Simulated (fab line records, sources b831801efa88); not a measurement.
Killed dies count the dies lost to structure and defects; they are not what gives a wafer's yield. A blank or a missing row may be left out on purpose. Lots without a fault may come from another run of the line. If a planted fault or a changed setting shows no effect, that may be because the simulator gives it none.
One fault through the eyes of 2 desks	flow sky130	what lay behind the numbers comes last; until then each desk has only its own

## AT THE METROLOGY DESK
What the gauges read, lot by lot, whatever tool the lot ran on: means of the sampled wafers that have a number. A lot is out of limits, marked OUT, if its mean lies more than 4 standard deviations from the usual mean; the brackets give that distance.
Columns: A = VIA3_W_RS at SKY_VIA3_RS_MEAS_22, usual 0.292 ohm/sq; B = VIA3_W_THK at SKY_VIA3_THK_MEAS_23, usual 387 nm; C = CAP2M_TIN_RS at SKY_CAP2M_RS_MEAS_03, usual 6.87 ohm/sq; D = CAP2M_TIN_THK at SKY_CAP2M_THK_MEAS_04, usual 203.1 nm
lot	first seen here	A	B	C	D
L352	day 40 15:56	0.291	384	6.81	203.6
L357	day 43 12:25	0.288	394	6.84	203.9
L355	day 43 12:46	0.288	396	6.85	204.2
L359	day 43 14:58	0.290	391	6.90	202.3
L360	day 43 17:25	0.297	382	6.83	204.5
L358	day 43 18:20	0.439 (+30) OUT	300 (-12) OUT	6.87	203.1
L362	day 43 19:22	0.289	390	6.89	202.5
L361	day 43 20:00	0.446 (+31) OUT	297 (-13) OUT	6.80	205.0
L364	day 43 20:21	0.429 (+28) OUT	304 (-12) OUT	6.89	202.6
L365	day 44 07:25	0.294	381	6.81	205.3
L371	day 46 11:59	0.294	386	6.76	205.3
This desk's finding: out of limits on L358, L361, L364; first on L358, day 43 18:20 (VIA3_W_RS at SKY_VIA3_RS_MEAS_22). L352, L357, L355, L359, L360, L362, L365, L371: within limits.

## FOR THE TOOL OWNER'S DESK: cvd-w-02
The tool's own readings at SKY_VIA3_CVD_21 (deposits W, target thk 390 nm, time 117.31 s): means of the sampled wafers that have a number, for each lot that ran on this tool. A lot is out of limits, marked OUT, if its mean lies more than 4 standard deviations from the usual mean; the brackets give that distance.
Columns: A = heater-power-w at SKY_VIA3_CVD_21, usual 820 W
lot	first seen here	A
L357	day 43 12:18	811
L359	day 43 14:50	823
L358	day 43 18:13	800
L361	day 43 19:52	811
L364	day 43 20:13	811
Finding of this desk: none of the 5 lots has anything out of limits.

## PUT TOGETHER
L358, L361, L364 would have let the metrology desk raise an alarm at day 43 18:20.
The tool owner's desk saw nothing out of limits.
Tool owner's desk: L358, L361, L364 on record, inside its limits.
Every lot named ran SKY_VIA3_CVD_21 on cvd-w-02.

## WHAT THE SIMULATOR PUT IN
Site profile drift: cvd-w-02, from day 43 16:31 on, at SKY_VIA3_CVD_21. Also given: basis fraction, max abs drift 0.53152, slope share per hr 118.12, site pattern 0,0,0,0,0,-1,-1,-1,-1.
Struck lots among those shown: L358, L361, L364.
Delay in hours, fault start to first out-of-limits reading, per desk: metrology desk 2.
